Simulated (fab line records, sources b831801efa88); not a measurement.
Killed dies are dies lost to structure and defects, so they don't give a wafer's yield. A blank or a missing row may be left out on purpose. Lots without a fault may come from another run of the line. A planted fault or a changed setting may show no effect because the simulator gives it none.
fab line records | flow sky130
record lots=13 wafers=39 last_day=50
route steps=708 shown NWELL@68 RES_PROTECT@210 POLY_GATE@227 PAD_OPEN@708
lots that met no fault: from a run of the same line without faults
start_h: hours from the record's first day to the start of the lot's first wafer shown | wait_h: hours since the lot's step before | " the same as in the row above | L1.1+2: a row that stands for several wafers | - no value, or no start given | * or withheld: withheld | < > ~ a bound
route shown NAME@n: a module of which the file shows steps, and the number in the route of the first | usual: mean/standard deviation of fault-free wafers | same: alike in all rows | chamber/n: place in a boat | sites: the reading at each site | _std_site: their standard deviation | _edge_site: outer sites' mean less inner sites' | radius_mm: how far each site lies from the wafer's centre | mask NAME#n: copy n | behind: the tool/chamber that last shaped the wafer | hold: why the lot was held/for how many hours/how that ended | device: the transistor (n, p or np) that didn't switch | end of line: the same wafers' tests at the end of the route | a step without rows: its recipe alone | killed: dies lost to structure and defects at the first sort, not the wafer's yield | map: a wafer's dies, x killed, . not, _ none there
set.NAME: the setting as run; set.NAME@STEP: as run at that earlier step | model.NAME: the simulator's own value behind a step, which no gauge read
steps of the route over a sample of lots; a table a step, a row a wafer
services: from which hour (start_h, from the record's first day; less than 0 if before it) a tool's chamber was out of use, for how many hours, and why
## steps
# step SKY_NWELL_TW_MEAS_15
# usual NWELL_TW=1816/10
# columns lot.wafer tool chamber start_h wait_h NWELL_TW
L602.2 film_metro-02 - 88.07 0.1 1816
L602.3 " - " " 1823
L602.4 " - " " 1815
L604.1 film_metro-03 - 97.60 0.1 1816
L604.2 " - " " 1807
L604.6 " - " " 1820
L605.1 film_metro-02 - 100.79 0.1 1823
L605.5 " - " " 1825
L605.6 " - " " 1823
L614.1 film_metro-01 - 154.56 0.1 1833
L614.2 " - " " 1837
L614.6 " - " " 1844
L615.2 film_metro-02 - 158.20 0.1 1814
L615.4 " - " " 1809
L615.5 " - " " 1813
L617.2 film_metro-03 - 186.05 0.1 1818
L617.5 " - " " 1814
L617.6 " - " " 1819
L620.3 film_metro-03 - 197.83 0.1 1799
L620.4 " - " " 1797
L620.5 " - " " 1807
L618.1 film_metro-01 - 198.80 0.1 1813
L618.5 " - " " 1814
L618.6 " - " " 1819
L619.1 film_metro-02 - 198.96 0.1 1825
L619.3 " - " " 1825
L619.5 " - " " 1823
L621.2 film_metro-03 - 210.71 0.1 1812
L621.3 " - " " 1800
L621.4 " - " " 1795
L622.1 film_metro-02 - 217.10 0.1 1819
L622.4 " - " " 1821
L622.5 " - " " 1811
L623.3 film_metro-03 - 220.11 0.1 1813
L623.4 " - " " 1809
L623.5 " - " " 1815
L625.1 film_metro-03 - 224.75 0.1 1807
L625.2 " - " " 1803
L625.3 " - " " 1796
# step SKY_NWELL_RTA_28
# recipe temp_c=1050 time_s=30 idle_temp_c=650 ramp_up_c_per_s=150 ramp_down_c_per_s=90 ambient=N2
# usual anneal_temp_c_max=1055.7/2.8 lamp_power_pct=25.30/0.051 ramp_up_c_per_s=150.00/0.026 wafer_temp_C_max=1054.8/0.88
# columns lot.wafer tool chamber start_h wait_h anneal_temp_c_max lamp_power_pct ramp_up_c_per_s wafer_temp_C_max
L602.2 rtp_anneal-01 0 105.47 0.0 1052.8 25.27 150.00 1055.7
L602.3 " 0 " " 1052.7 25.35 149.98 1054.4
L602.4 " 0 " " 1053.9 25.33 150.02 1054.6
L604.1 rtp_anneal-01 0 115.37 0.0 1052.6 25.27 149.98 1056.9
L604.2 " 0 " " 1052.6 25.24 149.95 1054.7
L604.6 " 0 " " 1053.6 25.15 150.01 1053.8
L605.1 rtp_anneal-02 0 119.06 0.0 1058.4 25.35 150.00 1054.9
L605.5 " 0 " " 1057.3 25.31 150.02 1054.0
L605.6 " 0 " " 1059.3 25.35 149.97 1054.7
L614.1 rtp_anneal-02 0 174.45 0.0 1059.3 25.25 150.01 1055.5
L614.2 " 0 " " 1056.3 25.26 150.03 1055.2
L614.6 " 0 " " 1055.9 25.26 150.00 1053.3
L615.2 rtp_anneal-02 0 178.51 0.0 1055.9 25.32 150.03 1055.3
L615.4 " 0 " " 1057.4 25.25 149.95 1053.5
L615.5 " 0 " " 1058.1 25.23 150.01 1055.3
L617.2 rtp_anneal-02 0 207.49 0.0 1059.4 25.30 150.04 1056.2
L617.5 " 0 " " 1055.1 25.41 149.99 1054.0
L617.6 " 0 " " 1055.9 25.23 149.99 1053.2
L620.3 rtp_anneal-01 0 220.39 0.0 1052.9 25.36 149.99 1055.2
L620.4 " 0 " " 1052.4 25.33 149.97 1055.3
L620.5 " 0 " " 1052.1 25.36 150.06 1054.9
L618.1 rtp_anneal-02 0 220.95 0.0 1056.9 25.31 149.98 1054.8
L618.5 " 0 " " 1056.2 25.27 150.01 1054.3
L618.6 " 0 " " 1056.7 25.25 150.01 1056.9
L619.1 rtp_anneal-01 0 221.36 0.0 1053.5 25.31 150.02 1054.6
L619.3 " 0 " " 1053.4 25.20 149.97 1054.8
L619.5 " 0 " " 1053.2 25.33 149.99 1055.6
L621.2 rtp_anneal-01 0 234.24 0.0 1052.7 25.28 149.98 1054.0
L621.3 " 0 " " 1052.3 25.28 149.97 1054.6
L621.4 " 0 " " 1052.4 25.38 150.01 1053.6
L622.1 rtp_anneal-02 0 240.16 0.0 1059.3 25.31 150.05 1056.8
L622.4 " 0 " " 1057.9 25.26 150.01 1053.9
L622.5 " 0 " " 1059.2 25.33 150.03 1054.5
L623.3 rtp_anneal-01 0 243.60 0.0 1053.2 25.26 150.04 1053.9
L623.4 " 0 " " 1053.4 25.31 149.95 1054.2
L623.5 " 0 " " 1052.9 25.29 150.01 1055.2
L625.1 rtp_anneal-01 0 247.95 0.0 1053.5 25.35 150.05 1054.9
L625.2 " 0 " " 1052.4 25.34 149.99 1055.3
L625.3 " 0 " " 1052.5 25.36 150.03 1055.0
# step SKY_RES_PROTECT_EXPOSE_04
# recipe mask_id=RPM na=0.6 source_shape=conventional sigma_outer=0.6 polarization=unpolarized target_cd_nm=1270 dose_mj=131
# usual reticle_temp_C=22.99/0.11
# columns lot.wafer tool chamber start_h wait_h mask reticle_temp_C
L602.2 iline_stepper-02 0 323.89 - RPM#0 22.87
L602.3 " 0 " " RPM#0 22.99
L602.4 " 0 " " RPM#0 23.07
L604.1 iline_stepper-02 0 338.20 - RPM#0 22.89
L604.2 " 0 " " RPM#0 22.96
L604.6 " 0 " " RPM#0 23.10
L605.1 iline_stepper-02 0 343.15 - RPM_R1#0 23.07
L605.5 " 0 " " RPM_R1#0 22.97
L605.6 " 0 " " RPM_R1#0 23.08
L614.1 iline_stepper-02 0 429.90 - RPM#0 23.13
L614.2 " 0 " " RPM#0 23.08
L614.6 " 0 " " RPM#0 23.00
L615.2 iline_stepper-02 0 434.58 - RPM#0 23.05
L615.4 " 0 " " RPM#0 22.90
L615.5 " 0 " " RPM#0 22.98
L617.2 iline_stepper-02 0 482.71 - RPM#0 22.76
L617.5 " 0 " " RPM#0 22.86
L617.6 " 0 " " RPM#0 22.79
L620.3 iline_stepper-02 0 494.16 - RPM#0 23.01
L620.4 " 0 " " RPM#0 22.92
L620.5 " 0 " " RPM#0 22.96
L618.1 iline_stepper-01 0 494.39 - RPM#0 23.03
L618.5 " 0 " " RPM#0 22.99
L618.6 " 0 " " RPM#0 22.96
L619.1 iline_stepper-02 0 494.63 - RPM#0 22.86
L619.3 " 0 " " RPM#0 22.85
L619.5 " 0 " " RPM#0 22.89
L621.2 iline_stepper-02 0 511.68 - RPM#0 22.85
L621.3 " 0 " " RPM#0 22.90
L621.4 " 0 " " RPM#0 23.04
L622.1 iline_stepper-01 0 521.85 - RPM#0 23.21
L622.4 " 0 " " RPM#0 23.17
L622.5 " 0 " " RPM#0 23.18
L623.3 iline_stepper-02 0 523.14 - RPM#0 23.11
L623.4 " 0 " " RPM#0 23.09
L623.5 " 0 " " RPM#0 23.30
L625.1 iline_stepper-01 0 535.61 - RPM#0 22.89
L625.2 " 0 " " RPM#0 22.92
L625.3 " 0 " " RPM#0 22.96
# step SKY_POLY_GATE_CD_MEAS_13
# recipe target_cd_nm=150
# usual cd_nm=149.9/1.4
# columns lot.wafer tool chamber start_h wait_h cd_nm
L602.2 cd_sem-01 - 368.04 - 152.1
L602.3 " - " " 151.3
L602.4 " - " " 151.1
L604.1 cd_sem-02 - 382.71 - 149.1
L604.2 " - " " 150.2
L604.6 " - " " 149.1
L605.1 cd_sem-01 - 385.66 - 148.5
L605.5 " - " " 148.9
L605.6 " - " " 149.9
L614.1 cd_sem-01 - 477.72 - 151.8
L614.2 " - " " 151.4
L614.6 " - " " 150.8
L615.2 cd_sem-01 - 481.49 - 153.2
L615.4 " - " " 151.1
L615.5 " - " " 151.1
L617.2 cd_sem-01 - 530.18 - 151.4
L617.5 " - " " 151.8
L617.6 " - " " 149.9
L620.3 cd_sem-02 - 542.20 - 149.4
L620.4 " - " " 151.7
L620.5 " - " " 150.7
L619.1 cd_sem-01 - 542.51 - 150.6
L619.3 " - " " 149.7
L619.5 " - " " 150.9
L618.1 cd_sem-02 - 542.51 - 149.5
L618.5 " - " " 148.9
L618.6 " - " " 148.7
L621.2 cd_sem-01 - 558.18 - 152.5
L621.3 " - " " 150.6
L621.4 " - " " 150.3
L622.1 cd_sem-01 - 569.41 - 149.9
L622.4 " - " " 150.2
L622.5 " - " " 150.4
L623.3 cd_sem-01 - 573.00 - 148.1
L623.4 " - " " 148.1
L623.5 " - " " 149.7
L625.1 cd_sem-01 - 583.56 - 148.1
L625.2 " - " " 148.4
L625.3 " - " " 148.3
# step SKY_PAD_OPEN_PROBE_99
# usual killed_at_M0_to_M3=44/7.2 killed_at_M4_up=3.0/1.8 killed_at_contacts=24/5.4 killed_at_front_end=14/4.4 killed_at_other=0.4/0.64 killed_dies=86/9.4 killed_on_rim=17/3.8 killed_open=47/7.7 killed_short=39/5.8
# same gross_dies=492 killed_at_back_side=0
# columns lot.wafer tool chamber start_h wait_h killed_at_M0_to_M3 killed_at_M4_up killed_at_contacts killed_at_front_end killed_at_other killed_dies killed_on_rim killed_open killed_short
L602.2 prober-02 - 1066.16 0.1 50 2 23 21 1 97 18 53 43
L602.3 prober-02 - 1066.21 0.2 38 6 22 9 0 75 20 39 36
L602.4 prober-02 - 1066.26 0.2 42 0 27 10 0 79 11 39 40
L605.1 prober-01 - 1087.56 0.1 47 0 25 8 93 173 64 41 37
L605.5 prober-01 - 1087.76 0.2 35 3 23 20 86 167 68 43 37
L605.6 prober-01 - 1087.81 0.2 47 3 32 12 92 186 66 53 41
L615.2 prober-01 - 1150.68 0.1 41 3 23 7 0 74 14 36 38
L615.4 prober-01 - 1150.78 0.2 44 5 23 15 1 88 22 46 42
L615.5 prober-01 - 1150.83 0.2 50 4 11 10 0 75 20 34 41
L617.2 prober-01 - 1172.22 0.1 40 3 25 9 0 77 18 40 37
L617.5 prober-01 - 1172.37 0.2 39 0 22 15 0 76 18 46 30
L617.6 prober-01 - 1172.42 0.2 52 3 24 11 0 90 15 42 48
# killed by level:class
L602.2 VIA3:geometric_particle:open=11 CONTACT:geometric_particle:open=9 VIA1:geometric_particle:open=8 CONTACT:geometric_particle:short=7 METAL2:geometric_particle:short=7 FIELD_ISO:geometric_particle:open=6 POLY_GATE:geometric_particle:short=5 VIA2:geometric_particle:short=5
L602.3 VIA1:geometric_particle:open=8 CONTACT:geometric_particle:open=7 LI_CONTACT:geometric_particle:open=7 METAL2:geometric_particle:short=7 VIA2:geometric_particle:open=5 METAL4:geometric_particle:short=4 FIELD_ISO:geometric_particle:short=3 METAL3:geometric_particle:short=3
L602.4 VIA3:geometric_particle:open=10 VIA1:geometric_particle:open=8 LOCAL_INTERCONNECT:geometric_particle:short=7 LI_CONTACT:geometric_particle:open=6 CONTACT:geometric_particle:open=6 CONTACT:geometric_particle:short=5 VIA1:geometric_particle:short=5 VIA2:geometric_particle:open=5
L605.1 RES_PROTECT:area_expose=93 METAL1:geometric_particle:short=14 VIA1:geometric_particle:open=14 LI_CONTACT:geometric_particle:open=8 CONTACT:geometric_particle:open=7 CONTACT:geometric_particle:short=4 VIA1:geometric_particle:short=4 LOCAL_INTERCONNECT:geometric_particle:short=3
L605.5 RES_PROTECT:area_expose=86 VIA3:geometric_particle:open=9 CONTACT:geometric_particle:open=7 METAL1:geometric_particle:short=6 POLY_GATE:geometric_particle:open=5 LI_CONTACT:geometric_particle:open=5 VIA1:geometric_particle:open=5 FIELD_ISO:geometric_particle:short=4
L605.6 RES_PROTECT:area_expose=92 CONTACT:geometric_particle:open=16 VIA1:geometric_particle:open=14 FIELD_ISO:geometric_particle:short=7 LOCAL_INTERCONNECT:geometric_particle:short=6 VIA1:geometric_particle:short=6 VIA2:geometric_particle:open=6 VIA3:geometric_particle:open=6
L615.2 CONTACT:geometric_particle:open=13 METAL1:geometric_particle:short=8 VIA1:geometric_particle:open=8 METAL2:geometric_particle:short=6 VIA1:geometric_particle:short=5 LI_CONTACT:geometric_particle:open=4 VIA2:geometric_particle:open=4 FIELD_ISO:geometric_particle:short=3
L615.4 VIA1:geometric_particle:open=9 CONTACT:geometric_particle:open=8 VIA2:geometric_particle:open=8 FIELD_ISO:geometric_particle:short=6 FIELD_ISO:geometric_particle:open=6 LI_CONTACT:geometric_particle:open=6 VIA1:geometric_particle:short=6 VIA3:geometric_particle:open=6
L615.5 VIA1:geometric_particle:open=10 METAL2:geometric_particle:short=9 VIA3:geometric_particle:open=7 METAL1:geometric_particle:short=6 METAL2:geometric_particle:open=5 VIA2:geometric_particle:open=4 POLY_GATE:geometric_particle:short=4 METAL4:geometric_particle:short=4
L617.2 VIA1:geometric_particle:open=9 LI_CONTACT:geometric_particle:open=9 METAL2:geometric_particle:short=7 CONTACT:geometric_particle:open=7 VIA1:geometric_particle:short=5 LOCAL_INTERCONNECT:geometric_particle:short=4 VIA2:geometric_particle:open=4 METAL3:geometric_particle:short=4
L617.5 CONTACT:geometric_particle:open=11 METAL1:geometric_particle:short=8 VIA2:geometric_particle:open=7 VIA1:geometric_particle:open=7 VIA3:geometric_particle:open=5 FIELD_ISO:geometric_particle:short=4 LI_CONTACT:geometric_particle:open=4 CONTACT:geometric_particle:short=4
L617.6 METAL2:geometric_particle:short=10 CONTACT:geometric_particle:open=9 VIA3:geometric_particle:open=7 CONTACT:geometric_particle:short=7 METAL1:geometric_particle:short=6 VIA1:geometric_particle:short=6 VIA1:geometric_particle:open=6 VIA2:geometric_particle:open=6
## services
# columns tool chamber start_h hours kind
iline_stepper-01 - 116.61 8.9 pm
iline_stepper-02 - 125.70 4.4 pm
iline_stepper-02 0 134.32 - calibration
iline_stepper-02 - 158.26 1.7 pm
iline_stepper-01 - 185.73 1.7 pm
iline_stepper-02 - 200.25 0.9 repair
rtp_anneal-01 - 234.61 2.9 pm
iline_stepper-01 - 260.82 4.4 pm
rtp_anneal-01 - 265.21 1.4 repair
rtp_anneal-02 - 269.83 4.0 pm
iline_stepper-01 0 295.38 - calibration
iline_stepper-01 - 307.08 6.8 repair
iline_stepper-02 0 343.08 - calibration
iline_stepper-02 - 375.42 2.0 repair
iline_stepper-02 - 377.44 1.7 pm
iline_stepper-01 - 403.83 1.7 pm
iline_stepper-02 - 504.15 0.7 repair
iline_stepper-01 0 517.67 - calibration
## key
first_sign step=SKY_RES_PROTECT_EXPOSE_04 reading=mask direction=changed
effect step=SKY_PAD_OPEN_PROBE_99 reading=killed_at_other direction=up sigmas=90 usual=0.4 struck=90.3
more_kills_born_at SKY_RES_PROTECT_EXPOSE_04@iline_stepper-02=271
met_at SKY_RES_PROTECT_EXPOSE_04
struck_lots L605
tester_left_out L605
not_acting_at SKY_NWELL_TW_MEAS_15,SKY_NWELL_RTA_28,SKY_POLY_GATE_CD_MEAS_13
onset_between 338.20 343.15
fault kind=wrong_mask tool=any chamber=- onset_h=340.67 steps=SKY_RES_PROTECT_EXPOSE_04 aux_copy=RPM_R1#0 cd_offset_nm=190 scope=struck_lots_only
# tester_left_out: of these lots the tester's yield and bins aren't shown, on N5 and GAA mostly nor the transistor test; their killed dies are dies lost to structure and defects alone, not to doping, threshold or leakage, so they don't give the yield
